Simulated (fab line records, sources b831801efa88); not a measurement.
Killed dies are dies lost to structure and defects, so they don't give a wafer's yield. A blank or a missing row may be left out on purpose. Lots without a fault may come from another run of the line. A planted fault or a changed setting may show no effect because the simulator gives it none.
fab line records | flow sky130
record lots=12 wafers=36 last_day=51
route steps=708 shown VT_ADJUST_LVTN@116 VT_ADJUST_NCORE@130 POLY_GATE@218
lots that met no fault: from a run of the same line without faults
start_h: hours from the record's first day to the start of the lot's first wafer shown | wait_h: hours since the lot's step before | " the same as in the row above | L1.1+2: a row that stands for several wafers | - no value, or no start given | * or withheld: withheld | < > ~ a bound
route shown NAME@n: a module of which the file shows steps, and the number in the route of the first | usual: mean/standard deviation of fault-free wafers | same: alike in all rows | chamber/n: place in a boat | sites: the reading at each site | _std_site: their standard deviation | _edge_site: outer sites' mean less inner sites' | radius_mm: how far each site lies from the wafer's centre | mask NAME#n: copy n | behind: the tool/chamber that last shaped the wafer | hold: why the lot was held/for how many hours/how that ended | device: the transistor (n, p or np) that didn't switch | end of line: the same wafers' tests at the end of the route | a step without rows: its recipe alone | killed: dies lost to structure and defects at the first sort, not the wafer's yield | map: a wafer's dies, x killed, . not, _ none there
set.NAME: the setting as run; set.NAME@STEP: as run at that earlier step | model.NAME: the simulator's own value behind a step, which no gauge read
steps of the route over a sample of lots; a table a step, a row a wafer
services: from which hour (start_h, from the record's first day; less than 0 if before it) a tool's chamber was out of use, for how many hours, and why
## steps
# step SKY_VT_ADJUST_LVTN_IMPLANT_19
# recipe species=B energy_kev=30 dose_cm2=6.5e+11 tilt_deg=withheld
# usual beam_on_s=10.02/0.18 faraday_current_uA=3.66/0.067
# columns lot.wafer tool chamber start_h wait_h beam_on_s faraday_current_uA
L219.1 implanter-04 0 155.39 0.0 10.23 3.57
L219.3 " 0 " " 9.45 3.86
L219.4 " 0 " " 10.23 3.59
L226.1 implanter-02 0 201.99 0.0 13.86 2.64
L226.3 " 0 " " 14.20 2.56
L226.5 " 0 " " 14.33 2.57
L229.2 implanter-02 0 223.01 0.0 14.21 2.57
L229.4 " 0 " " 14.30 2.56
L229.6 " 0 " " 13.92 2.64
L230.2 implanter-04 0 230.25 0.0 10.17 3.60
L230.3 " 0 " " 10.32 3.54
L230.5 " 0 " " 9.80 3.73
L232.3 implanter-04 0 242.78 0.1 9.95 3.69
L232.5 " 0 " " 10.24 3.59
L232.6 " 0 " " 10.68 3.44
L235.1 implanter-04 0 285.38 0.0 10.46 3.52
L235.3 " 0 " " 10.02 3.66
L235.5 " 0 " " 9.86 3.72
L237.3 implanter-04 0 298.65 0.1 10.06 3.63
L237.5 " 0 " " 10.21 3.61
L237.6 " 0 " " 10.33 3.54
L238.3 implanter-02 0 299.19 0.1 10.23 3.58
L238.4 " 0 " " 9.98 3.66
L238.5 " 0 " " 9.97 3.68
L240.2 implanter-04 0 311.31 0.0 10.01 3.66
L240.5 " 0 " " 10.00 3.69
L240.6 " 0 " " 10.12 3.61
L239.1 implanter-02 0 311.68 0.0 9.88 3.68
L239.2 " 0 " " 10.09 3.62
L239.4 " 0 " " 9.80 3.73
L241.1 implanter-04 0 315.38 0.0 10.19 3.59
L241.3 " 0 " " 9.87 3.69
L241.5 " 0 " " 9.89 3.71
L242.1 implanter-02 0 357.48 0.0 10.10 3.63
L242.2 " 0 " " 10.24 3.57
L242.4 " 0 " " 9.85 3.72
# step SKY_VT_ADJUST_LVTN_STRIP_20
# recipe chemistry=O2/N2 power_w=1400 pressure_mtorr=1500 platen_temp_c=withheld o2_flow_sccm=3000 n2_flow_sccm=300 overash_fraction=0.5
# usual chamber_pressure_mTorr=1500.0/1.4 drypump_motor_current_A=5.6/0.3 oes_product_au=0.716/0.0047 strip_time_to_endpoint_s=14.18/0.042
# columns lot.wafer tool chamber start_h wait_h chamber_pressure_mTorr drypump_motor_current_A oes_product_au rf_hours_counter_h strip_time_to_endpoint_s
L219.1 plasma_asher-04 0 155.54 0.1 1500.2 5.3 0.723 36 14.19
L219.3 " 0 " " 1500.5 5.3 0.711 - 14.17
L219.4 " 1 " " 1501.5 5.3 0.711 - 14.19
L226.1 plasma_asher-04 1 202.14 0.1 1501.0 5.3 0.723 40 14.12
L226.3 " 0 " " 1500.6 5.4 0.717 - 14.19
L226.5 " 1 " " 1499.4 5.3 0.716 - 14.15
L229.2 plasma_asher-03 1 223.14 0.1 1500.2 5.2 0.722 51 14.18
L229.4 " 0 " " 1498.9 6.0 0.721 - 14.18
L229.6 " 0 " " 1499.4 6.1 0.719 - 14.18
L230.2 plasma_asher-04 1 230.38 0.1 1501.8 5.3 0.711 43 14.16
L230.3 " 1 " " 1501.7 5.3 0.713 - 14.15
L230.5 " 0 " " 1498.4 5.3 0.716 - 14.14
L232.3 plasma_asher-03 0 242.91 0.1 1498.4 6.1 0.712 - 14.26
L232.5 " 1 " " 1498.8 5.3 0.714 - 14.21
L232.6 " 0 " " 1501.2 6.1 0.713 - 14.19
L235.1 plasma_asher-04 0 285.53 0.1 1499.4 5.3 0.724 48 14.19
L235.3 " 1 " " 1499.6 5.3 0.717 - 14.18
L235.5 " 0 " " 1499.9 5.3 0.718 - 14.19
L237.3 plasma_asher-02 1 298.79 0.1 1499.4 6.0 0.714 - 14.17
L237.5 " 0 " " 1498.7 5.8 0.718 - 14.16
L237.6 " 1 " " 1502.8 6.0 0.717 - 14.09
L238.3 plasma_asher-03 0 299.32 0.1 1500.9 6.0 0.720 - 14.27
L238.4 " 1 " " 1499.3 5.3 0.721 - 14.24
L238.5 " 1 " " 1500.8 5.3 0.718 - 14.22
L240.2 plasma_asher-02 1 311.44 0.1 1498.7 6.0 0.714 19 14.17
L240.5 " 1 " " 1498.4 6.0 0.714 - 14.16
L240.6 " 0 " " 1497.2 5.8 0.713 - 14.16
L239.1 plasma_asher-03 0 311.83 0.1 1501.5 6.0 0.710 60 14.17
L239.2 " 1 " " 1499.5 5.3 0.711 60 14.16
L239.4 " 0 " " 1501.3 6.0 0.716 - 14.14
L241.1 plasma_asher-02 1 315.53 0.1 1499.2 5.9 0.719 19 14.23
L241.3 " 0 " " 1498.9 5.8 0.719 - 14.21
L241.5 " 0 " " 1501.6 5.8 0.720 - 14.21
L242.1 plasma_asher-02 0 357.63 0.1 1503.6 5.8 0.709 24 14.21
L242.2 " 1 " " 1500.7 6.0 0.716 24 14.19
L242.4 " 0 " " 1500.0 5.8 0.711 - 14.23
# step SKY_VT_ADJUST_LVTN_TW_MEAS_21
# usual VT_ADJUST_LVTN_2_TW=188.4/0.98
# columns lot.wafer tool chamber start_h wait_h VT_ADJUST_LVTN_2_TW
L219.1 film_metro-02 - 155.64 0.1 188.0
L219.3 " - " " 189.0
L219.4 " - " " 189.4
L226.1 film_metro-04 - 202.24 0.1 209.7
L226.3 " - " " 209.0
L226.5 " - " " 208.5
L229.2 film_metro-04 - 223.25 0.1 209.3
L229.4 " - " " 208.3
L229.6 " - " " 208.8
L230.2 film_metro-01 - 230.49 0.1 187.4
L230.3 " - " " 187.3
L230.5 " - " " 188.1
L232.3 film_metro-01 - 243.00 0.1 188.6
L232.5 " - " " 187.7
L232.6 " - " " 186.7
L235.1 film_metro-02 - 285.63 0.1 187.5
L235.3 " - " " 187.1
L235.5 " - " " 188.0
L237.3 film_metro-04 - 298.87 0.1 189.9
L237.5 " - " " 190.4
L237.6 " - " " 189.7
L238.3 film_metro-01 - 299.41 0.1 188.0
L238.4 " - " " 188.8
L238.5 " - " " 188.3
L240.2 film_metro-04 - 311.55 0.1 190.0
L240.5 " - " " 189.9
L240.6 " - " " 189.2
L239.1 film_metro-02 - 311.93 0.1 188.1
L239.2 " - " " 189.1
L239.4 " - " " 189.0
L241.1 film_metro-04 - 315.63 0.1 189.1
L241.3 " - " " 189.1
L241.5 " - " " 187.9
L242.1 film_metro-02 - 357.73 0.1 188.2
L242.2 " - " " 188.7
L242.4 " - " " 188.6
# step SKY_VT_ADJUST_NCORE_TW_MEAS_11
# usual VT_ADJUST_NCORE_TW=217.7/2.3
# columns lot.wafer tool chamber start_h wait_h VT_ADJUST_NCORE_TW
L219.1 film_metro-03 - 175.47 0.1 214.2
L219.3 " - " " 213.8
L219.4 " - " " 213.9
L226.1 film_metro-01 - 223.96 0.1 218.5
L226.3 " - " " 218.5
L226.5 " - " " 219.7
L229.2 film_metro-01 - 246.11 0.1 219.4
L229.4 " - " " 217.4
L229.6 " - " " 218.5
L230.2 film_metro-02 - 254.18 0.1 221.4
L230.3 " - " " 220.7
L230.5 " - " " 220.9
L232.3 film_metro-01 - 267.03 0.1 218.3
L232.5 " - " " 218.6
L232.6 " - " " 217.3
L235.1 film_metro-01 - 310.92 0.1 218.6
L235.3 " - " " 218.3
L235.5 " - " " 218.9
L237.3 film_metro-01 - 325.22 0.1 218.0
L237.5 " - " " 218.3
L237.6 " - " " 217.9
L238.3 film_metro-03 - 326.03 0.1 212.4
L238.4 " - " " 214.4
L238.5 " - " " 213.8
L240.2 film_metro-02 - 338.73 0.1 220.5
L240.5 " - " " 220.5
L240.6 " - " " 219.1
L239.1 film_metro-03 - 339.01 0.1 213.7
L239.2 " - " " 214.7
L239.4 " - " " 215.0
L241.1 film_metro-02 - 342.42 0.1 220.2
L241.3 " - " " 218.8
L241.5 " - " " 219.5
L242.1 film_metro-01 - 386.75 0.1 216.4
L242.2 " - " " 217.7
L242.4 " - " " 218.5
# step SKY_POLY_GATE_THK_MEAS_04
# recipe reads=Si3N4_of_POLY_GATE_CVD_03
# usual POLY_GATE_CVD_03_THK=74.4/0.74
# columns lot.wafer tool chamber start_h wait_h POLY_GATE_CVD_03_THK[nm]
L219.1 film_metro-03 - 331.47 0.0 75.1
L219.3 " - " " 75.8
L219.4 " - " " 75.6
L226.1 film_metro-01 - 395.07 0.0 74.6
L226.3 " - " " 73.9
L226.5 " - " " 74.7
L229.2 film_metro-01 - 419.73 0.0 73.5
L229.4 " - " " 73.9
L229.6 " - " " 74.6
L230.2 film_metro-04 - 431.42 0.0 74.9
L230.3 " - " " 74.4
L230.5 " - " " 73.8
L232.3 film_metro-03 - 447.15 0.0 74.5
L232.5 " - " " 75.0
L232.6 " - " " 74.8
L235.1 film_metro-01 - 498.59 0.0 74.2
L235.3 " - " " 73.9
L235.5 " - " " 73.6
L237.3 film_metro-01 - 512.58 0.0 75.2
L237.5 " - " " 75.0
L237.6 " - " " 75.7
L238.3 film_metro-01 - 516.58 0.0 74.2
L238.4 " - " " 74.4
L238.5 " - " " 73.7
L240.2 film_metro-01 - 527.52 0.0 73.5
L240.5 " - " " 73.3
L240.6 " - " " 74.1
L239.1 film_metro-04 - 532.61 0.0 74.3
L239.2 " - " " 74.7
L239.4 " - " " 74.8
L241.1 film_metro-03 - 534.47 0.0 73.5
L241.3 " - " " 73.2
L241.5 " - " " 73.5
L242.1 film_metro-03 - 582.36 0.0 75.2
L242.2 " - " " 75.1
L242.4 " - " " 75.0
## services
# columns tool chamber start_h hours kind
implanter-04 - 171.39 3.1 pm
plasma_asher-04 - 197.53 2.8 pm
plasma_asher-03 - 210.66 1.0 repair
implanter-02 - 217.64 3.0 repair
implanter-02 - 227.27 2.7 pm
implanter-04 - 232.38 6.7 repair
plasma_asher-03 - 236.07 2.6 repair
implanter-04 - 319.58 7.7 pm
implanter-02 - 326.69 3.4 repair
implanter-04 - 335.49 0.9 repair
implanter-02 - 346.72 1.6 repair
## key
first_sign step=SKY_VT_ADJUST_LVTN_IMPLANT_19 reading=beam_on_s direction=up sigmas=22 usual=10.02 struck=14.14
effect step=SKY_VT_ADJUST_LVTN_IMPLANT_19 reading=faraday_current_uA direction=down sigmas=16 usual=3.66 struck=2.59
effect step=SKY_VT_ADJUST_LVTN_TW_MEAS_21 reading=VT_ADJUST_LVTN_2_TW direction=up sigmas=21 usual=188.4 struck=208.9
met_at SKY_VT_ADJUST_LVTN_IMPLANT_19
struck_lots L226,L229
tester_left_out L226,L229
not_acting_at SKY_VT_ADJUST_LVTN_STRIP_20,SKY_VT_ADJUST_NCORE_TW_MEAS_11,SKY_POLY_GATE_THK_MEAS_04
fault kind=process_parameter_drift tool=implanter-02 chamber=- onset_h=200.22 steps=SKY_VT_ADJUST_LVTN_IMPLANT_19 channel=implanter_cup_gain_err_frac offset=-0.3 shape=step end_h=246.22
# tester_left_out: of these lots the tester's yield and bins aren't shown, on N5 and GAA mostly nor the transistor test; their killed dies are dies lost to structure and defects alone, not to doping, threshold or leakage, so they don't give the yield
